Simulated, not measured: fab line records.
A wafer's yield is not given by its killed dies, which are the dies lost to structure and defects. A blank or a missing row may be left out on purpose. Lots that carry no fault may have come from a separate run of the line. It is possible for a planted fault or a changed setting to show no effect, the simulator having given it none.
Which tool is to blame? -- flow sky130 -- 11 lots, 33 wafers sampled, at 6 steps of a route of 708

## WHAT THE GAUGES SHOWED, per wafer
SKY_CONTACT_THK_MEAS_01. Usual: CONTACT_CVD_00_THK typically reads 74.8 nm, with standard deviation 1.1.
lot,measured,on,CONTACT_CVD_00_THK (nm),flag
L904,day 30 01:13,filmMetro-04,74.6 75.6 75.7,
L907,day 31 23:14,filmMetro-01,74.1 73.5 74.4,
L909,day 32 10:15,filmMetro-01,73.8 75.8 75.9,
L908,day 32 11:17,filmMetro-03,76.0 76.9 76.9,
L910,day 32 18:58,filmMetro-03,75.1 75.7 74.5,
L911,day 32 21:38,filmMetro-01,73.9 74.9 74.1,
L912,day 33 09:15,filmMetro-01,74.7 74.9 75.6,
L915,day 34 10:42,filmMetro-01,74.0 74.1 74.6,
L919,day 35 09:46,filmMetro-01,74.6 74.0 74.7,
L923,day 37 15:24,filmMetro-01,72.6 73.7 74.2,
L926,day 37 18:50,filmMetro-03,72.9 73.6 73.2,

SKY_METAL1_RS_MEAS_05: measurement is done with a four-point probe. Usual: METAL1_ALCU_RS typically reads 0.1266 ohm/sq, with standard deviation 0.0021.
lot,measured,on,METAL1_ALCU_RS (ohm/sq),flag
L904,day 31 06:46,filmMetro-03,0.1307 0.1255 0.1256,
L907,day 33 04:28,filmMetro-03,0.1247 0.1259 0.1260,
L909,day 33 15:39,filmMetro-02,0.1278 0.1301 0.1299,
L908,day 33 16:08,filmMetro-02,0.1259 0.1281 0.1259,
L910,day 33 23:02,filmMetro-03,0.1262 0.1268 0.1255,
L911,day 34 02:20,filmMetro-02,0.1311 0.1283 0.1294,
L912,day 34 13:56,filmMetro-02,0.1260 0.1267 0.1279,
L915,day 35 15:16,filmMetro-02,0.1253 0.1278 0.1265,
L919,day 36 14:38,filmMetro-02,0.1245 0.1298 0.1256,
L923,day 38 18:05,filmMetro-03,0.1255 0.1254 0.1365,
L926,day 38 22:16,filmMetro-04,0.1248 0.1243 0.1245,

SKY_METAL1_THK_MEAS_06: measures by xrf. Usual: METAL1_ALCU_THK typically reads 251 nm, with standard deviation 4.4.
lot,measured,on,METAL1_ALCU_THK (nm),flag
L904,day 31 06:52,filmMetro-03,243 252 252,
L907,day 33 04:35,filmMetro-03,254 251 251,
L909,day 33 15:46,filmMetro-02,249 245 246,
L908,day 33 16:14,filmMetro-02,257 249 255,
L910,day 33 23:09,filmMetro-03,250 249 251,
L911,day 34 02:27,filmMetro-02,242 248 247,
L912,day 34 14:03,filmMetro-02,254 251 247,
L915,day 35 15:23,filmMetro-02,256 251 253,
L919,day 36 14:45,filmMetro-02,256 246 257,
L923,day 38 18:12,filmMetro-03,254 255 233,
L926,day 38 22:22,filmMetro-04,252 251 253,

## WHAT TOOL EACH LOT RAN ON (gives the tool, then ch and the chambers of the sampled wafers, and finally the start)
lot,SKY_CONTACT_CVD_00,SKY_METAL1_SPUTTER_02,SKY_METAL1_SPUTTER_04
L904,"pecvd-01 ch 0,1, day 30 01:11","pvdSputter-02, day 31 06:39","pvdSputter-02, day 31 06:41"
L907,"pecvd-04 ch 0,1, day 31 23:11","pvdSputter-03, day 33 04:23","pvdSputter-03, day 33 04:25"
L909,"pecvd-04 ch 0,2, day 32 10:13","pvdSputter-01, day 33 15:28","pvdSputter-01, day 33 15:31"
L908,"pecvd-01 ch 0,1,2, day 32 11:14","pvdSputter-03, day 33 16:00","pvdSputter-03, day 33 16:02"
L910,"pecvd-02 ch 0,1,2, day 32 18:55","pvdSputter-03, day 33 22:56","pvdSputter-03, day 33 22:58"
L911,"pecvd-04 ch 0,1,2, day 32 21:37","pvdSputter-01, day 34 02:14","pvdSputter-01, day 34 02:17"
L912,"pecvd-02 ch 0,2, day 33 09:13","pvdSputter-03, day 34 13:50","pvdSputter-03, day 34 13:53"
L915,"pecvd-02 ch 0,1, day 34 10:40","pvdSputter-01, day 35 15:11","pvdSputter-01, day 35 15:13"
L919,"pecvd-01 ch 1,2, day 35 09:44","pvdSputter-02, day 36 14:32","pvdSputter-02, day 36 14:35"
L923,"pecvd-02 ch 0,1, day 37 15:22","pvdSputter-01, day 38 17:59","pvdSputter-01, day 38 18:02"
L926,"pecvd-01 ch 1,2, day 37 18:47","pvdSputter-02, day 38 22:09","pvdSputter-02, day 38 22:11"
- SKY_CONTACT_CVD_00: deposits Si3N4, target thk 75 nm.
- SKY_METAL1_SPUTTER_02: material AlCu, target thk 250 nm, time 13.3 s.
- SKY_METAL1_SPUTTER_04: material TiN, target thk 70 nm, time 58.3 s.

## WHAT THE TOOLS THEMSELVES READ (means of the sampled wafers that have a number; where no wafer has one, the mark that the record gives instead)
SKY_CONTACT_CVD_00. Usual: heaterPowerW reads 738 W (standard deviation 75).
lot,tool,heaterPowerW (W),flag
L904,pecvd-01,690,
L907,pecvd-04,756,
L909,pecvd-04,795,
L908,pecvd-01,680,
L910,pecvd-02,759,
L911,pecvd-04,854,
L912,pecvd-02,761,
L915,pecvd-02,660,
L919,pecvd-01,786,
L923,pecvd-02,667,
L926,pecvd-01,699,

SKY_METAL1_SPUTTER_02. Usual: cathodeDcPowerW 10600 W, standard deviation 1.8; throttleValvePct 30.0 %, standard deviation 1.2.
lot,tool,cathodeDcPowerW (W),throttleValvePct (%),flag
L904,pvdSputter-02,10602,31.3,
L907,pvdSputter-03,10598,29.0,
L909,pvdSputter-01,10599,30.4,
L908,pvdSputter-03,10599,28.9,
L910,pvdSputter-03,10599,28.2,
L911,pvdSputter-01,10600,30.4,
L912,pvdSputter-03,10600,29.1,
L915,pvdSputter-01,10600,30.6,
L919,pvdSputter-02,10600,30.5,
L923,pvdSputter-01,10348,29.9,OFF
L926,pvdSputter-02,10599,29.9,

SKY_METAL1_SPUTTER_04. Usual: cathodeDcPowerW 6499.9 W, standard deviation 1.2; throttleValvePct 30.0 %, standard deviation 1.3.
lot,tool,cathodeDcPowerW (W),throttleValvePct (%),flag
L904,pvdSputter-02,6499.5,31.2,
L907,pvdSputter-03,6501.4,29.0,
L909,pvdSputter-01,6500.3,30.3,
L908,pvdSputter-03,6500.2,28.9,
L910,pvdSputter-03,6499.2,28.1,
L911,pvdSputter-01,6499.1,30.4,
L912,pvdSputter-03,6500.7,29.1,
L915,pvdSputter-01,6499.7,30.5,
L919,pvdSputter-02,6500.6,30.4,
L923,pvdSputter-01,6499.8,30.0,
L926,pvdSputter-02,6501.0,30.2,

## THE ANSWER, worked out from the rows above alone
Rule: a lot is off if the mean of its wafers that have a number lies more than 3 standard deviations from the usual mean. Also off: a lot with no number at a reading for which 4 or more lots have one. Where the step has rows for the other lots, those lots are counted as sound. The gauges are gone through in route order, then the tools' own readings, and for those a lot's mean is taken as printed above. The first step at which some lot is off is used, and at that step the reading that is off furthest; a lot without a number counts as furthest.
Off at SKY_METAL1_SPUTTER_02 (cathodeDcPowerW): L923.
If a tool, at that step or one of the process steps before it, ran each lot that is off and ran no sound lot following the first of them, it fits. This does not decide it: 2 tools fit, namely pecvd-02 at SKY_CONTACT_CVD_00 and pvdSputter-01 at SKY_METAL1_SPUTTER_02.

## WHAT HAD BEEN PUT IN BY THE SIMULATOR
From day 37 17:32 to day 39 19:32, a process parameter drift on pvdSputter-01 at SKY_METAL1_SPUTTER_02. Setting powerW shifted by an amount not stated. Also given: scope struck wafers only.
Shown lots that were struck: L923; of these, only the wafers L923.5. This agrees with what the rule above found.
